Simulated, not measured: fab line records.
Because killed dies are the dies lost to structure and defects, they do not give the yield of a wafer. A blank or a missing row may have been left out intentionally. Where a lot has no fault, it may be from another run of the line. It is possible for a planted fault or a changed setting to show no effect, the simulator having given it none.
The same fault as seen by 2 desks :: flow gf180mcu :: each desk has only its own numbers; what lay behind them comes last

FOR THE TOOL OWNER'S DESK: litho-track-03
The tool's own readings at GF_VT_IMPLANT_DEVELOP_28 (develop time 60 s): means of the sampled wafers that have a number, for each lot that ran on this tool. If a lot's mean is further than 4 standard deviations from the usual mean, the lot is out of limits and carries the mark OUT (the distance appears in the brackets).
Columns: A = resist-line-temp-C at GF_VT_IMPLANT_DEVELOP_28, usual 23.01 C
lot: L339
first seen here: day 8 07:38
A: 23.06

lot: L341
first seen here: day 8 21:35
A: 22.98

lot: L345
first seen here: day 9 23:28
A: 22.95

lot: L349
first seen here: day 11 00:32
A: 23.05

lot: L352
first seen here: day 11 18:55
A: 23.05

lot: L353
first seen here: day 12 02:14
A: 23.03
Result from this desk: across the 6 lots, nothing is out of limits.

THE METROLOGY DESK
What the gauges read for every lot (on any tool): the sampled wafers with a number, averaged. If a lot's mean is further than 4 standard deviations from the usual mean, the lot is out of limits and carries the mark OUT (the distance appears in the brackets).
Columns: A = VT_IMPLANT_3_TW at GF_VT_IMPLANT_TW_MEAS_32, usual 270.0; B = cd-nm at GF_V2_CD_MEAS_14, usual 260.2 nm
lot: L334
first seen here: day 6 23:21
A: 271.5
B: 260.4

lot: L336
first seen here: day 7 09:22
A: 270.9
B: 260.9

lot: L337
first seen here: day 7 18:36
A: 271.2
B: 262.1

lot: L338
first seen here: day 8 04:01
A: 271.5
B: 259.3

lot: L339
first seen here: day 8 08:05
A: 268.2
B: 260.4

lot: L340
first seen here: day 8 14:58
A: 272.6
B: 260.2

lot: L341
first seen here: day 8 22:02
A: 269.4
B: 259.1

lot: L342
first seen here: day 9 03:59
A: 270.1
B: 262.1

lot: L343
first seen here: day 9 11:31
A: 269.7
B: 258.6

lot: L345
first seen here: day 9 23:52
A: 270.7
B: 262.3

lot: L349
first seen here: day 11 00:59
A: 150.1 (-71) OUT
B: 261.1

lot: L352
first seen here: day 11 19:19
A: 150.2 (-70) OUT
B: 259.1

lot: L353
first seen here: day 12 02:39
A: 30.4 (-99 or more) OUT
B: -

lot: L356
first seen here: day 13 01:39
A: 271.0
B: 261.8
This desk finds L349, L352, L353 out of limits, with the earliest case on L349 at day 11 00:59 (VT_IMPLANT_3_TW at GF_VT_IMPLANT_TW_MEAS_32). L334, L336, L337, L338, L339, L340, L341, L342, L343, L345, L356 stayed within limits.

BROUGHT TOGETHER
The metrology desk could have raised an alarm at day 11 00:59, on L349, L352, L353.
The desk of the tool owner found nothing out of limits.
Tool owner's desk: L349, L352, L353 on record, inside its limits.
GF_VT_IMPLANT_DEVELOP_28 was run on litho-track-03 by each of the lots named.

WHAT THE SIMULATOR HAD INSERTED
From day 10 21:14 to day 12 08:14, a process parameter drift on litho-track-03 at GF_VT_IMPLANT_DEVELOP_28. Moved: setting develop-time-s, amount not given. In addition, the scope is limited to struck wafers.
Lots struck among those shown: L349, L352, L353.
Delay in hours, fault start to first out-of-limits reading, per desk: metrology desk 4.
